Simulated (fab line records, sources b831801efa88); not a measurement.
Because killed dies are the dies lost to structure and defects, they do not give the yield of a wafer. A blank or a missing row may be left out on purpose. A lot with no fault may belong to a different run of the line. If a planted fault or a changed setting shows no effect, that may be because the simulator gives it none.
One fault seen from 2 desks || flow sky130 || each desk holds nothing but its own numbers, with what lay behind them at the end

== AT THE TOOL OWNER'S DESK: plasmaAsher-04 ==
The tool's own readings at SKY_LDD_P_STRIP_10 (strips in O2/N2): means of the sampled wafers that have a number, for each lot that ran on this tool. If a lot's mean is further than 4 standard deviations from the usual mean, the lot is out of limits and carries the mark OUT (the distance appears in the brackets).
Columns: A = drypumpMotorCurrentA at SKY_LDD_P_STRIP_10, usual 5.8 A; B = n2FlowSccm at SKY_LDD_P_STRIP_10, usual 299.8 sccm; C = oesProductAu at SKY_LDD_P_STRIP_10, usual 0.716 a.u.; D = stripTimeToEndpointS at SKY_LDD_P_STRIP_10, usual 14.18 s
{"lot": "L272", "first seen here": "day 19 00:50", "A": 5.6, "B": 299.9, "C": 0.718, "D": 14.15}
{"lot": "L281", "first seen here": "day 22 12:30", "A": 6.0, "B": 300.1, "C": 0.715, "D": 14.23}
{"lot": "L285", "first seen here": "day 24 10:45", "A": 6.0, "B": 300.1, "C": 0.719, "D": 14.18}
{"lot": "L287", "first seen here": "day 24 21:05", "A": 5.9, "B": 300.8, "C": "0.950 (+54) OUT", "D": "-"}
This desk finds L287 out of limits, L287 being first, at day 24 21:05 (oesProductAu at SKY_LDD_P_STRIP_10). L272, L281, L285 stayed within limits.

== AT THE METROLOGY DESK ==
What the gauges read, lot by lot, whatever tool the lot ran on: means of the sampled wafers that have a number. If a lot's mean is further than 4 standard deviations from the usual mean, the lot is out of limits and carries the mark OUT (the distance appears in the brackets).
Columns: A = LDD_HVN_TW at SKY_LDD_HVN_TW_MEAS_10, usual 1437; B = LDD_HVP_TW at SKY_LDD_HVP_TW_MEAS_10, usual 458.4
{"lot": "L272", "first seen here": "day 20 08:02", "A": 1435, "B": 456.7}
{"lot": "L274", "first seen here": "day 21 02:56", "A": 1442, "B": 456.8}
{"lot": "L278", "first seen here": "day 23 05:12", "A": 1451, "B": 457.2}
{"lot": "L279", "first seen here": "day 23 09:26", "A": 1444, "B": 458.0}
{"lot": "L280", "first seen here": "day 23 14:14", "A": 1442, "B": 456.2}
{"lot": "L281", "first seen here": "day 23 18:43", "A": 1439, "B": 458.8}
{"lot": "L282", "first seen here": "day 24 02:20", "A": 1434, "B": 459.6}
{"lot": "L283", "first seen here": "day 24 22:58", "A": 1444, "B": 459.2}
{"lot": "L285", "first seen here": "day 25 16:39", "A": 1448, "B": 456.4}
{"lot": "L287", "first seen here": "day 26 03:11", "A": "533 (-65) OUT", "B": 460.5}
{"lot": "L293", "first seen here": "day 27 20:26", "A": 1451, "B": 458.7}
{"lot": "L294", "first seen here": "day 28 02:41", "A": 1422, "B": 458.5}
{"lot": "L295", "first seen here": "day 28 16:27", "A": 1435, "B": 457.2}
This desk reports L287 out of limits; the earliest was L287 at day 26 03:11 (LDD_HVN_TW at SKY_LDD_HVN_TW_MEAS_10). L272, L274, L278, L279, L280, L281, L282, L283, L285, L293, L294, L295 stayed within limits.

== BROUGHT TOGETHER ==
An alarm could have come from the tool owner's desk at day 24 21:05, on L287.
At day 26 03:11 the metrology desk could have sounded an alarm, on L287.
Every lot named ran SKY_LDD_P_STRIP_10 on plasmaAsher-04.

== WHAT HAD BEEN PUT IN BY THE SIMULATOR ==
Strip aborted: plasmaAsher-04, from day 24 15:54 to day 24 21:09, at SKY_LDD_P_STRIP_10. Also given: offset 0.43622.
Shown lots that were struck: L287.
Delay (hours) between the fault's onset and each desk's first out-of-limits reading: 5 at the tool owner's desk, 35 at the metrology desk.
